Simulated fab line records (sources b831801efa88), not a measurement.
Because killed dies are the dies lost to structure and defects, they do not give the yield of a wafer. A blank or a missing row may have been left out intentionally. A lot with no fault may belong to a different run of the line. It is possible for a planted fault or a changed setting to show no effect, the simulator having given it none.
fab line records | flow sky130
[record] lots = 15 wafers = 45 last-day = 50
route steps=708 shown FIELD_ISO@1 DNWELL@44 NWELL@60
lots with no fault: from the same line, run without faults
start-h: hours from the record's opening day to when the first of the lot's shown wafers began | wait-h: hours elapsed since this lot's preceding step | " identical to the entry in the row above | L1.1+2: a single row standing in for several wafers | - value missing, or start not given | * or withheld: withheld | < > ~ a bound
route shown NAME@n: names a module that has steps shown in the file, with the first one's number in the route | usual: mean and standard deviation over wafers with no fault | same: alike in all rows | chamber/n: place in a boat | sites: per-site readings | _std_site: their standard deviation | _edge_site: mean of outer sites minus mean of inner sites | radius-mm: how far each site lies from the wafer's centre | mask NAME#n: copy n | behind: the most recent tool/chamber to have shaped the wafer | hold: cause of the lot's hold/its duration in hours/its outcome | device: whichever transistor did not switch (one of n, p or np) | end of line: the same wafers' tests at the end of the route | for a step that has no rows: nothing shown but its recipe | killed: the dies lost at the first sort to structure and to defects; this is not the yield of the wafer | map: a wafer's dies, marking killed ones x, the rest . and places with no die _
set.NAME: the setting that was run; set.NAME@STEP: the one run at that earlier step | model.NAME: the simulator's own value behind a step, which no gauge read
steps of the route over a sample of lots; a table a step, a row a wafer
services: from which hour (start-h, from the record's first day; less than 0 if before it) a tool's chamber was out of use, for how many hours, and why
[[steps]]
[step SKY_FIELD_ISO_BOW_MEAS_00]
[recipe] mode = bow
[usual] INCOMING_BOW = 0/5.7
// columns lot.wafer tool chamber start-h wait-h INCOMING_BOW[um]
L844.3 film-metro-02 - 15.04 - 7
L844.4 " - " " 2
L844.6 " - " " 0
L845.1 film-metro-03 - 20.00 - -10
L845.3 " - " " 0
L845.6 " - " " 4
L846.1 film-metro-02 - 25.00 - 0
L846.3 " - " " -8
L846.5 " - " " -7
L847.1 film-metro-02 - 30.00 - 1
L847.5 " - " " -6
L847.6 " - " " 0
L848.1 film-metro-01 - 35.00 - 15
L848.5 " - " " 5
L848.6 " - " " -9
L849.1 film-metro-01 - 40.00 - 11
L849.3 " - " " 6
L849.6 " - " " -11
L850.2 film-metro-02 - 45.02 - 2
L850.4 " - " " 0
L850.6 " - " " 1
L851.1 film-metro-02 - 50.00 - -9
L851.2 " - " " -5
L851.3 " - " " -8
L852.1 film-metro-02 - 55.00 - 0
L852.3 " - " " 3
L852.6 " - " " 1
L854.4 film-metro-02 - 65.06 - -7
L854.5 " - " " -3
L854.6 " - " " 5
L862.1 film-metro-01 - 105.05 - 11
L862.4 " - " " -7
L862.5 " - " " -1
L863.2 film-metro-03 - 110.02 - -7
L863.4 " - " " -3
L863.5 " - " " 0
L864.1 film-metro-01 - 115.00 - -4
L864.3 " - " " 3
L864.6 " - " " 6
L865.3 film-metro-02 - 120.04 - 4
L865.4 " - " " -3
L865.6 " - " " -1
L866.4 film-metro-03 - 125.06 - -7
L866.5 " - " " -5
L866.6 " - " " -4
[step SKY_DNWELL_TW_MEAS_09]
[usual] DNWELL_TW = 1114/8.9
// columns lot.wafer tool chamber start-h wait-h DNWELL_TW
L844.3 film-metro-02 - 55.92 0.1 1115
L844.4 " - " " 1106
L844.6 " - " " 1107
L845.1 film-metro-04 - 61.49 0.1 1125
L845.3 " - " " 1122
L845.6 " - " " 1120
L846.1 film-metro-02 - 73.09 0.1 1103
L846.3 " - " " 1106
L846.5 " - " " 1112
L847.1 film-metro-04 - 82.51 0.1 1124
L847.5 " - " " 1121
L847.6 " - " " 1132
L848.1 film-metro-01 - 84.76 0.1 1121
L848.5 " - " " 1117
L848.6 " - " " 1113
L849.1 film-metro-02 - 87.89 0.1 1110
L849.3 " - " " 1114
L849.6 " - " " 1116
L850.2 film-metro-01 - 91.87 0.1 1126
L850.4 " - " " 1121
L850.6 " - " " 1127
L851.1 film-metro-04 - 98.76 0.1 1112
L851.2 " - " " 1117
L851.3 " - " " 1111
L852.1 film-metro-02 - 105.96 0.1 1109
L852.3 " - " " 1102
L852.6 " - " " 1103
L854.4 film-metro-02 - 109.73 0.1 1110
L854.5 " - " " 1104
L854.6 " - " " 1112
L862.1 film-metro-01 - 154.81 0.1 1105
L862.4 " - " " 1119
L862.5 " - " " 1114
L863.2 film-metro-04 - 165.35 0.1 1131
L863.4 " - " " 1129
L863.5 " - " " 1130
L864.1 film-metro-02 - 170.44 0.1 1114
L864.3 " - " " 1110
L864.6 " - " " 1114
L865.3 film-metro-02 - 174.86 0.1 1111
L865.4 " - " " 1113
L865.6 " - " " 1117
L866.4 film-metro-04 - 178.28 0.1 1132
L866.5 " - " " 1126
L866.6 " - " " 1124
[step SKY_NWELL_EXPOSE_07]
[recipe] mask-id = NWM na = 0.6 source-shape = conventional sigma-outer = 0.6 polarization = unpolarized target-cd-nm = 840 dose-mj = 255
[usual] exposure-dose-mJ-cm2 = 255.09/0.25 focus-offset-nm = -0.1/0.5 stage-vel-mm-s = 500.00/0.25
// columns lot.wafer tool chamber start-h wait-h mask exposure-dose-mJ-cm2 focus-offset-nm stage-vel-mm-s
L844.3 iline-stepper-01 0 80.02 - NWM#0 255.29 -1.0 499.92
L844.4 " 0 " " NWM#0 255.37 0.1 499.66
L844.6 " 0 " " NWM#0 255.68 0.5 499.96
L845.1 iline-stepper-02 0 85.98 - NWM#0 255.08 -0.4 499.89
L845.3 " 0 " " NWM#0 255.11 0.3 499.91
L845.6 " 0 " " NWM#0 255.11 -0.1 499.65
L846.1 iline-stepper-01 0 99.90 - NWM#0 255.27 0.3 500.02
L846.3 " 0 " " NWM#0 255.28 -0.9 500.15
L846.5 " 0 " " NWM#0 255.22 0.3 500.23
L847.1 iline-stepper-02 0 109.23 - NWM#0 255.27 0.0 499.77
L847.5 " 0 " " NWM#0 255.13 -0.8 499.55
L847.6 " 0 " " NWM#0 254.60 0.3 500.22
L848.1 iline-stepper-02 0 111.46 - NWM#0 254.97 -0.2 499.55
L848.5 " 0 " " NWM#0 254.93 0.1 500.06
L848.6 " 0 " " NWM#0 254.90 -0.9 499.85
L849.1 iline-stepper-01 0 114.23 - NWM#0 255.11 0.5 500.07
L849.3 " 0 " " NWM#0 254.87 -0.3 499.99
L849.6 " 0 " " NWM#0 254.75 0.1 499.84
L850.2 iline-stepper-01 0 119.22 - NWM#0 254.67 0.3 500.01
L850.4 " 0 " " NWM#0 254.81 0.3 500.07
L850.6 " 0 " " NWM#0 254.69 -0.3 500.31
L851.1 iline-stepper-01 0 125.58 - NWM#0 254.73 -1.2 500.42
L851.2 " 0 " " NWM#0 255.41 -0.6 499.96
L851.3 " 0 " " NWM#0 254.92 0.3 499.85
L852.1 iline-stepper-01 0 134.89 - NWM#0 255.67 -1.1 500.27
L852.3 " 0 " " NWM#0 255.10 -0.4 500.11
L852.6 " 0 " " NWM#0 255.59 -0.7 500.31
L854.4 iline-stepper-01 0 138.01 - NWM#0 254.89 1.0 500.13
L854.5 " 0 " " NWM#0 255.31 -0.4 500.40
L854.6 " 0 " " NWM#0 255.20 0.4 500.18
L862.1 iline-stepper-02 - 185.91 - NWM#0 - - -
L862.4 " - " " NWM#0 - - -
L862.5 " - " " NWM#0 - - -
L863.2 iline-stepper-02 - 196.75 - NWM#0 - - -
L863.4 " - " " NWM#0 - - -
L863.5 " - " " NWM#0 - - -
L864.1 iline-stepper-01 - 203.02 - NWM#0 - - -
L864.3 " - " " NWM#0 - - -
L864.6 " - " " NWM#0 - - -
L865.3 iline-stepper-02 0 208.17 - NWM#0 255.25 -0.8 500.48
L865.4 " 0 " " NWM#0 255.22 -0.5 499.78
L865.6 " 0 " " NWM#0 255.10 -0.7 499.87
L866.4 iline-stepper-02 0 211.15 - NWM#0 254.71 -0.2 499.77
L866.5 " 0 " " NWM#0 254.75 0.6 500.07
L866.6 " 0 " " NWM#0 255.06 -0.4 499.67
[step SKY_NWELL_RTA_28]
[recipe] temp-c = 1050 time-s = 30 idle-temp-c = 650 ramp-up-c-per-s = 150 ramp-down-c-per-s = 90 ambient = N2
[usual] lamp-power-pct = 25.30/0.054 wafer_temp_C_max = 1054.9/0.96
// columns lot.wafer tool chamber start-h wait-h lamp-power-pct wafer_temp_C_max
L844.3 rtp-anneal-01 0 106.72 0.0 25.33 1054.5
L844.4 " 0 " " 25.34 1053.4
L844.6 " 0 " " 25.35 1053.6
L845.1 rtp-anneal-02 0 112.95 0.0 25.32 1054.5
L845.3 " 0 " " 25.33 1055.6
L845.6 " 0 " " 25.31 1053.9
L846.1 rtp-anneal-02 0 128.00 0.0 25.29 1055.7
L846.3 " 0 " " 25.33 1054.7
L846.5 " 0 " " 25.26 1054.8
L847.1 rtp-anneal-02 0 137.75 0.0 25.34 1054.8
L847.5 " 0 " " 25.31 1055.4
L847.6 " 0 " " 25.33 1056.7
L848.1 rtp-anneal-01 0 140.95 0.0 25.31 1056.0
L848.5 " 0 " " 25.35 1056.5
L848.6 " 0 " " 25.27 1057.1
L849.1 rtp-anneal-01 0 143.42 0.0 25.34 1054.0
L849.3 " 0 " " 25.36 1053.7
L849.6 " 0 " " 25.26 1055.5
L850.2 rtp-anneal-02 0 149.06 0.0 25.19 1054.5
L850.4 " 0 " " 25.30 1057.1
L850.6 " 0 " " 25.28 1056.0
L851.1 rtp-anneal-02 0 155.85 0.0 25.34 1056.0
L851.2 " 0 " " 25.41 1055.9
L851.3 " 0 " " 25.29 1054.8
L852.1 rtp-anneal-02 0 166.01 0.0 25.35 1054.4
L852.3 " 0 " " 25.27 1054.9
L852.6 " 0 " " 25.27 1054.7
L854.4 rtp-anneal-02 0 168.39 0.1 25.27 1053.9
L854.5 " 0 " " 25.30 1057.6
L854.6 " 0 " " 25.33 1054.7
L862.1 rtp-anneal-02 0 219.15 0.0 25.36 1053.5
L862.4 " 0 " " 25.24 1055.9
L862.5 " 0 " " 25.34 1054.5
L863.2 rtp-anneal-02 0 230.72 0.0 25.29 1054.7
L863.4 " 0 " " 25.26 1053.9
L863.5 " 0 " " 25.34 1054.1
L864.1 rtp-anneal-01 0 238.05 0.0 25.27 1055.0
L864.3 " 0 " " 25.23 1054.6
L864.6 " 0 " " 25.36 1055.6
L865.3 rtp-anneal-02 0 242.29 0.0 25.34 1053.4
L865.4 " 0 " " 25.29 1055.4
L865.6 " 0 " " 25.28 1054.9
L866.4 rtp-anneal-02 0 246.35 0.1 25.26 1055.2
L866.5 " 0 " " 25.37 1057.4
L866.6 " 0 " " 25.36 1054.7
[[services]]
// columns tool chamber start-h hours kind
rtp-anneal-01 - 62.20 1.9 pm
iline-stepper-01 - 77.23 2.1 pm
iline-stepper-01 - 79.32 - consumable-replace:lamp
iline-stepper-02 - 99.75 1.7 pm
rtp-anneal-01 - 119.69 4.0 pm
iline-stepper-02 - 129.54 13.8 repair
iline-stepper-01 - 233.59 1.7 pm
[[key]]
[first-sign] step = SKY_NWELL_EXPOSE_07 reading = tool-record direction = missing
effect none on later readings
met-at SKY_NWELL_EXPOSE_07
struck-lots L862,L863,L864
sort-left-out L862.1,L862.4,L862.5,L863.2,L863.4,L863.5,L864.1,L864.3,L864.6
tester-left-out L862,L863,L864
not-acting-at SKY_FIELD_ISO_BOW_MEAS_00,SKY_DNWELL_TW_MEAS_09,SKY_NWELL_RTA_28
onset-between 138.01 185.91
[fault] kind = skipped-step-whole tool = iline-stepper-01,iline-stepper-02 chamber = - onset-h = 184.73 steps = SKY_NWELL_EXPOSE_07 scope = struck-lots-only
// tester-left-out: of these lots the tester's yield and bins aren't shown, on N5 and GAA mostly nor the transistor test; their killed dies are dies lost to structure and defects alone, not to doping, threshold or leakage, so they don't give the yield
// sort-left-out: the simulated sort isn't trusted on such a fault, so these wafers' sort isn't shown, and their yield isn't known
